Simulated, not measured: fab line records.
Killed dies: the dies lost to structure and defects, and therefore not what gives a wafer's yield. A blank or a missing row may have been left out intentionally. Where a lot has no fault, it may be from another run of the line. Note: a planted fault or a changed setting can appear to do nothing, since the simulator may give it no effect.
A struck lot beside a sound one + flow gf180mcu + 17 out of 602 route steps
Sound: the wafers L286.2, L286.3, L286.4. Wafers L282.2, L282.3, L282.6 were the ones struck. At the end, the cause is stated.
Each step with rows lists, per side, the tool, then ch with its chambers, then its first start. Under that, the readings that differ: sound wafers + struck wafers + difference of the means + sigmas: that difference in standard deviations of wafers without a fault.
alike: words and numbers the same on both sides, and readings whose means are apart by under 2 such deviations; not compared: readings that were withheld, readings missing a value for some wafer, numbers with overlapping values and no deviation given by the record, and bounds like >300 which may hide the same value.
The two part at a step that has a row with sigmas, a row that says differs or no value, or rows on one side only. When numbers do not overlap yet have no deviation, they are printed without sigmas and do not part them. A reading missing from all wafers of one side parts the sides only when that side holds two or more wafers.

GF_VT_IMPLANT_OVL_MEAS_29:
  sound on overlay-01, day 11 17:31; struck on overlay-02, day 10 06:05
  alike: VT_IMPLANT_02_OVL
then, 1 step without rows for these wafers: GF_VT_IMPLANT_IMPLANT_30.
GF_VT_IMPLANT_STRIP_31: strips in O2/N2.
  sound on plasma_asher-04 ch 0,1, day 11 17:42; struck on plasma_asher-04 ch 0,1, day 10 06:16
  alike: drypump_motor_current_A, heater_power_w, o2_flow_sccm, oes_product_au, strip_time_to_endpoint_s
  not compared: rf_hours_counter_h
GF_VT_IMPLANT_TW_MEAS_32:
  sound on film_metro-03, day 11 17:49; struck on film_metro-01, day 10 06:22
  alike: VT_IMPLANT_3_TW
then, 7 steps without rows for these wafers: GF_VT_IMPLANT_DEHYDRATE_33 (time 60 s); GF_VT_IMPLANT_HMDS_34 (prime time 60 s); GF_VT_IMPLANT_COAT_35 (resist thk 1000 nm); GF_VT_IMPLANT_SOFTBAKE_36 (time 60 s); GF_VT_IMPLANT_EXPOSE_37 (exposes mask Nwell HV AREA, target cd 860 nm); GF_VT_IMPLANT_PEB_38; GF_VT_IMPLANT_DEVELOP_39 (develop time 60 s).
GF_VT_IMPLANT_OVL_MEAS_40:
  sound on overlay-02, day 12 13:08; struck on overlay-01, day 11 00:32
  alike: VT_IMPLANT_03_OVL
GF_VT_IMPLANT_IMPLANT_41:
  sound on implanter-04 ch 0, day 12 13:11; struck on implanter-03 ch 0, day 11 00:35
| reading                   | sound                | struck               | difference | sigmas      |
|---------------------------|----------------------|----------------------|------------|-------------|
| beam_energy_keV           | 70.005 70.003 70.040 | 62.844 62.825 62.827 | -7.184     | -99 or more |
| model.implant.rp_nm (nm)  | 41.97 41.97 41.97    | 37.26 37.26 37.26    | -4.71      |             |
| model.implant.drp_nm (nm) | 18.17 18.17 18.17    | 16.73 16.73 16.73    | -1.44      |             |
  alike: tilt_deg
GF_VT_IMPLANT_STRIP_42: strips in O2/N2.
  sound on plasma_asher-01 ch 0,1, day 12 13:19; struck on plasma_asher-01 ch 0,1, day 11 00:43
  alike: drypump_motor_current_A, heater_power_w, o2_flow_sccm, oes_product_au, strip_time_to_endpoint_s
  not compared: rf_hours_counter_h
GF_VT_IMPLANT_TW_MEAS_43:
  sound on film_metro-01, day 12 13:25; struck on film_metro-02, day 11 00:49
| reading         | sound       | struck      | difference | sigmas |
|-----------------|-------------|-------------|------------|--------|
| VT_IMPLANT_4_TW | 695 695 700 | 680 681 682 | -16        | -4     |
then, 1 step without rows for these wafers: GF_VT_IMPLANT_CLEAN_44 (cleans in SC1/SC2, time 150 s).
GF_PASSIVATION_PROBE_99:
  the record holds rows for the sound wafers here (prober-02, day 33 23:35) but none for the struck ones

== WHERE THEY PART ==
Last at GF_PASSIVATION_PROBE_99 as far as this record goes, first at GF_VT_IMPLANT_IMPLANT_41.

WHY: what had been put in by the simulator
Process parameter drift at GF_VT_IMPLANT_IMPLANT_41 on implanter-03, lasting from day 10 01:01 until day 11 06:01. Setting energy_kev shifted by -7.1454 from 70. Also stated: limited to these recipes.
